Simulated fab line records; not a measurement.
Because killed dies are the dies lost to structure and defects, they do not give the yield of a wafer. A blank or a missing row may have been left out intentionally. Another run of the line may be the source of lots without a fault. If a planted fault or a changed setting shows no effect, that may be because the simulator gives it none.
A lot that was struck, set against a sound lot    flow sky130    35 out of 708 route steps
Sound: these wafers, L976.1, L976.4, L976.6. Struck: wafers L986.2, L986.4, L986.5. The cause is given at the end.
For every step that has rows: the tool of each side, followed by ch and its chambers, followed by its first start. Under that, the readings that differ: sound wafers    struck wafers    difference of the means    sigmas: that difference in standard deviations of wafers without a fault.
alike: a reading whose means differ by less than 2 such deviations, as well as words and numbers matching on both sides. not compared: withheld readings; readings where some wafer has no value; bounds like >300 that might hide an equal value; numbers whose values overlap and for which the record gives no deviation.
Wherever a step has rows on one side only, a row that says differs or no value, or a row with sigmas, the two part there. Numbers that don't overlap but have no deviation are shown without sigmas and don't part them. A reading missing from all wafers of one side parts the sides only when that side holds two or more wafers.

first, 10 steps without rows for these wafers: SKY_METAL1_DEHYDRATE_07 (time 60 s); SKY_METAL1_HMDS_08 (prime time 60 s); SKY_METAL1_COAT_09 (resist thk 60 nm); SKY_METAL1_COAT_10 (resist thk 450 nm); SKY_METAL1_SOFTBAKE_11 (time 90 s); SKY_METAL1_EXPOSE_12 (exposes mask MM1, target cd 140 nm); SKY_METAL1_PEB_13; SKY_METAL1_DEVELOP_14 (develop time 60 s); SKY_METAL1_DESCUM_17 (chemistry O2, time 8 s); SKY_METAL1_ETCH_18 (etches BARC in N2/H2, stops on SiO2, time 45.9 s, target depth 60 nm).
SKY_METAL1_METAL_ETCH_19: etches the open film in Cl2/BCl3, stops on SiO2, target depth 360 nm, time 78 s.
  sound on rie-metal-03 ch 0,1, day 36 04:55; struck on rie-metal-03 ch 0,1, day 38 23:12
  alike: drypump-motor-current-A, oes-product-au, throttle-valve-pct
  not compared: rf-hours-counter-h
then, 23 steps without rows for these wafers: SKY_METAL1_STRIP_20 (strips in O2/N2); SKY_METAL1_STRIP_21 (strips in post etch residue remover, time 1200 s); SKY_METAL1_CLEAN_22 (cleans in IPA, time 180 s); SKY_METAL1_CLEAN_23 (cleans in O3/DIW); SKY_VIA1_HDPCVD_00 (deposits SiO2, target thk 1030 nm, time 171.7 s); SKY_VIA1_CMP_02 (polishes SiO2); SKY_VIA1_DEHYDRATE_04 (time 60 s); SKY_VIA1_HMDS_05 (prime time 60 s); SKY_VIA1_COAT_06 (resist thk 60 nm); SKY_VIA1_COAT_07 (resist thk 450 nm); SKY_VIA1_SOFTBAKE_08 (time 90 s); SKY_VIA1_EXPOSE_09 (exposes mask VIM, target cd 150 nm); SKY_VIA1_PEB_10; SKY_VIA1_DEVELOP_11 (develop time 60 s); SKY_VIA1_ETCH_14 (etches BARC in N2/H2, stops on SiO2, time 45.9 s, target depth 60 nm); SKY_VIA1_ETCH_15 (etches SiO2 in C4F8/O2/Ar, stops on TiN, target depth 351 nm, time 54 s); SKY_VIA1_STRIP_16 (strips in O2/N2); SKY_VIA1_STRIP_17 (strips in post etch residue remover, time 1200 s); SKY_VIA1_CLEAN_18 (cleans in IPA, time 180 s); SKY_VIA1_CLEAN_19 (cleans in O3/DIW); SKY_VIA1_SPUTTER_20 (material TiN, target thk 20 nm, time 80 s); SKY_VIA1_CVD_21 (deposits W, target thk 270 nm, time 80.902 s); SKY_VIA1_CMP_24 (polishes, stops on SiO2, t overpolish 15 s, target thk 0 nm).
-- the record jumps here: 11 days lie between the struck wafers' starts before and after (it left off in module VIA1 and takes up again in module PAD_OPEN, whose first step shown is number 708 of the route) --
SKY_PAD_OPEN_PROBE_99:
  struck on prober-02, day 50 09:31; sound on prober-01, day 48 12:56
reading                                sound              struck             difference  sigmas
defect-limited-yield (%)               85.2 81.3 83.9     69.7 71.5 69.5     -13.2       -7
killed_at_M0_to_M3                     37 45 49           114 106 107        +65         +10
killed-dies                            73 92 79           149 140 150        +65         +7
sort_bin_3_pad_short (%)               1.2 0.8 0.8        4.9 3.9 5.7        +3.9        +9
sort_bin_5_function (%)                6.9 11.2 10.4      17.7 17.5 17.3     +8.0        +5
sort-n-pass                            419 400 413        343 352 342        -65         -7
sort-yield-pct (%)                     85.2 81.3 83.9     69.7 71.5 69.5     -13.2       -7
model.etest.tester.sort-n-pass         419 400 413        343 352 342        -65         
model.etest.tester.sort-yield-pct (%)  85.16 81.3 83.94   69.72 71.54 69.51  -13.21      
model.etest.tester.sort_bin_5_pct (%)  6.911 11.18 10.37  17.68 17.48 17.28  +7.99       
model.etest.tester.sort_bin_3_pct (%)  1.22 0.813 0.813   4.878 3.862 5.691  +3.862      
  alike: killed_at_M4_up, killed-at-contacts, killed-at-front-end, killed-at-other, killed-open, killed-short, sort_bin_6_memory

== WHERE THEY PART ==
SKY_PAD_OPEN_PROBE_99 only, going by this record.

WHY: the cause the simulator had injected
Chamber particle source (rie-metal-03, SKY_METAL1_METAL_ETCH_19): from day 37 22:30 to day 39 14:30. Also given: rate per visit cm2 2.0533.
